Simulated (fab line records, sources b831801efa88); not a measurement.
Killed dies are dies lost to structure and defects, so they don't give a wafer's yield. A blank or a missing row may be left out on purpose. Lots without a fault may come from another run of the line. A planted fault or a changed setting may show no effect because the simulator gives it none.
Tool commonality check | flow gf180mcu | 12 lots, 36 wafers sampled

WHY IT WAS OPENED
At GF_PSD_RS_MEAS_14 the reading NSD_RS is flagged on 2 of 12 lots. Wafers without a fault read 46.13 ohm/sq, standard deviation 0.081.
Rule: a lot is flagged when every wafer of it that has a number lies more than 4 standard deviations from that mean, or none has a number. The other lots count as sound.

lot  | measured     | on            | NSD_RS (ohm/sq), wafer by wafer | flag
L274 | day 14 07:11 | film_metro-01 | 45.99 46.09 46.08               |
L276 | day 15 04:01 | film_metro-02 | 46.06 46.04 46.15               |
L283 | day 17 14:44 | film_metro-01 | 46.08 46.19 46.31               |
L285 | day 18 03:40 | film_metro-03 | 48.23 48.29 48.28               | FLAGGED
L287 | day 18 18:19 | film_metro-02 | 48.10 48.13 48.05               | FLAGGED
L291 | day 20 08:04 | film_metro-02 | 46.15 46.24 46.21               |
L292 | day 20 10:58 | film_metro-01 | 46.12 46.15 46.12               |
L293 | day 20 17:49 | film_metro-03 | 46.10 46.24 46.01               |
L294 | day 21 04:59 | film_metro-02 | 46.19 46.11 46.20               |
L295 | day 21 16:00 | film_metro-03 | 46.25 46.25 46.23               |
L296 | day 21 19:02 | film_metro-03 | 46.09 46.14 46.16               |
L297 | day 22 00:44 | film_metro-01 | 46.19 46.31 46.14               |
The numbers of the flagged lots are 48.18 ohm/sq on average: +2.05 ohm/sq against the usual, or +25 standard deviations.

WHICH TOOL RAN EACH LOT
The record holds 3 process steps before the reading, out of a route of 602 steps. In each cell: the tool, then ch and the chambers that the sampled wafers went through, then the start.
lot  | flag    | GF_HV_LDD_STRIP_37                   | GF_NSD_IMPLANT_10               | GF_NSD_STRIP_11
L274 |         | plasma_asher-04 ch 0,1, day 11 13:02 | implanter-01 ch 0, day 13 09:54 | plasma_asher-02 ch 0,1, day 13 10:02
L276 |         | plasma_asher-01 ch 0,1, day 12 10:13 | implanter-01 ch 0, day 14 06:34 | plasma_asher-03 ch 1, day 14 06:43
L283 |         | plasma_asher-03 ch 0,1, day 14 17:05 | implanter-01 ch 0, day 16 15:00 | plasma_asher-04 ch 0,1, day 16 15:07
L285 | FLAGGED | plasma_asher-01 ch 0,1, day 15 03:53 | implanter-02 ch 0, day 17 04:16 | plasma_asher-03 ch 0,1, day 17 04:23
L287 | FLAGGED | plasma_asher-04 ch 0,1, day 15 16:49 | implanter-02 ch 0, day 17 18:26 | plasma_asher-02 ch 0,1, day 17 18:34
L291 |         | plasma_asher-04 ch 0, day 17 05:17   | implanter-03 ch 0, day 19 07:04 | plasma_asher-04 ch 0,1, day 19 07:13
L292 |         | plasma_asher-03 ch 0,1, day 17 08:11 | implanter-03 ch 0, day 19 10:19 | plasma_asher-03 ch 0,1, day 19 10:26
L293 |         | plasma_asher-04 ch 0,1, day 17 16:04 | implanter-01 ch 0, day 19 17:46 | plasma_asher-02 ch 0,1, day 19 17:55
L294 |         | plasma_asher-03 ch 0,1, day 18 00:49 | implanter-01 ch 0, day 20 04:16 | plasma_asher-02 ch 0,1, day 20 04:25
L295 |         | plasma_asher-01 ch 0,1, day 18 11:02 | implanter-01 ch 0, day 20 15:52 | plasma_asher-02 ch 1, day 20 16:01
L296 |         | plasma_asher-01 ch 0,1, day 18 14:40 | implanter-03 ch 0, day 20 18:34 | plasma_asher-03 ch 0,1, day 20 18:43
L297 |         | plasma_asher-01 ch 0,1, day 18 21:19 | implanter-02 ch 0, day 21 00:43 | plasma_asher-03 ch 0,1, day 21 00:50
What these steps do:
- GF_HV_LDD_STRIP_37: strips in O2/N2.
- GF_NSD_IMPLANT_10
- GF_NSD_STRIP_11: strips in O2/N2.
- GF_PSD_RS_MEAS_14: measures by four-point-probe.

FLAGGED OVER TOTAL, TOOL BY TOOL (the gauges that took the reading come last)
step               | tool            | lots run | flagged | share of the flagged lots | sound lots run after its first flagged lot
GF_HV_LDD_STRIP_37 | plasma_asher-01 | 5        | 1       | some                      | 3 (L295,L296,L297)
GF_HV_LDD_STRIP_37 | plasma_asher-03 | 3        | 0       | none                      | -
GF_HV_LDD_STRIP_37 | plasma_asher-04 | 4        | 1       | some                      | 2 (L291,L293)
GF_NSD_IMPLANT_10  | implanter-01    | 6        | 0       | none                      | -
GF_NSD_IMPLANT_10  | implanter-02    | 3        | 2       | all                       | 1 (L297)
GF_NSD_IMPLANT_10  | implanter-03    | 3        | 0       | none                      | -
GF_NSD_STRIP_11    | plasma_asher-02 | 5        | 1       | some                      | 3 (L293,L294,L295)
GF_NSD_STRIP_11    | plasma_asher-03 | 5        | 1       | some                      | 3 (L292,L296,L297)
GF_NSD_STRIP_11    | plasma_asher-04 | 2        | 0       | none                      | -
GF_PSD_RS_MEAS_14  | film_metro-01   | 4        | 0       | none                      | -
GF_PSD_RS_MEAS_14  | film_metro-02   | 4        | 1       | some                      | 2 (L291,L294)
GF_PSD_RS_MEAS_14  | film_metro-03   | 4        | 1       | some                      | 3 (L293,L295,L296)

WHAT THE TABLE ALLOWS
1 row of the table ran every flagged lot: implanter-02 at GF_NSD_IMPLANT_10.
- implanter-02 at GF_NSD_IMPLANT_10: 2 of its 3 lots flagged. Sound lots ran on it after the first flagged one (L297), which a lasting fault on the whole tool wouldn't allow. Its own readings lie more than 4 standard deviations out on every wafer of the flagged lots: dose_ions_cm2, faraday_current_uA.
No row of the table ran every flagged lot and no sound lot after the first.

WHAT THE SIMULATOR HAD PUT IN
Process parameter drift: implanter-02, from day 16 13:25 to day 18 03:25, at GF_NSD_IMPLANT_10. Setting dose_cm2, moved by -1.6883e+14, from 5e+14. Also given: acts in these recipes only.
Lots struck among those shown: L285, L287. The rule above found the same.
